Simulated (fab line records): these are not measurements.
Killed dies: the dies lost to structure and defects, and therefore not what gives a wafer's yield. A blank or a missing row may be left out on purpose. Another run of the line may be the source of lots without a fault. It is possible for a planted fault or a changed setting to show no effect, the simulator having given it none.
Which tool is to blame?    flow gf180mcu    Sampling: 6 lots, 18 wafers, 2 of 602 route steps

## WHAT EACH GAUGE READ, for each wafer
GF_V4_THK_MEAS_01.
lot   measured      on            V4_CVD_00_THK (nm)
L161  day 24 04:31  filmMetro-01  580 591 588
L163  day 25 01:23  filmMetro-03  580 575 565
L167  day 26 05:45  filmMetro-04  567 568 577
L169  day 26 20:10  filmMetro-03  573 591 575
L176  day 28 21:22  filmMetro-01  576 586 572
L179  day 29 15:38  filmMetro-04  593 581 574

## WHICH TOOL RAN EACH LOT (tool, then ch and the chambers of the sampled wafers, then the start)
lot   GF_VT_IMPLANT_STRIP_31
L161  plasmaAsher-01 ch 0,1, day 7 09:59
L163  plasmaAsher-03 ch 0,1, day 8 03:44
L167  plasmaAsher-03 ch 0,1, day 9 03:20
L169  plasmaAsher-03 ch 0,1, day 9 14:17
L176  plasmaAsher-01 ch 0,1, day 11 13:47
L179  plasmaAsher-02 ch 0,1, day 12 06:29
- GF_VT_IMPLANT_STRIP_31: strips in O2/N2.

## THE ANSWER, worked out from the rows above alone
Rule: what is usual is taken from the lots themselves. Put in order of their means at a reading, lots are off if they are a third of the lots or fewer, leave a main group of 4 or more, and stand apart from it by a gap of 3 or more times the standard deviation of the main group's means; of several such gaps the widest counts. If all means in a main group match to the digits the tables above print for the reading, that group is not used. Also off: a lot with no number at a reading for which 4 or more lots have one. Where the step has rows for the other lots, those lots are counted as sound.
None of the lots is off at any reading shown; this tells nothing.

## WHAT THE SIMULATOR HAD PUT IN
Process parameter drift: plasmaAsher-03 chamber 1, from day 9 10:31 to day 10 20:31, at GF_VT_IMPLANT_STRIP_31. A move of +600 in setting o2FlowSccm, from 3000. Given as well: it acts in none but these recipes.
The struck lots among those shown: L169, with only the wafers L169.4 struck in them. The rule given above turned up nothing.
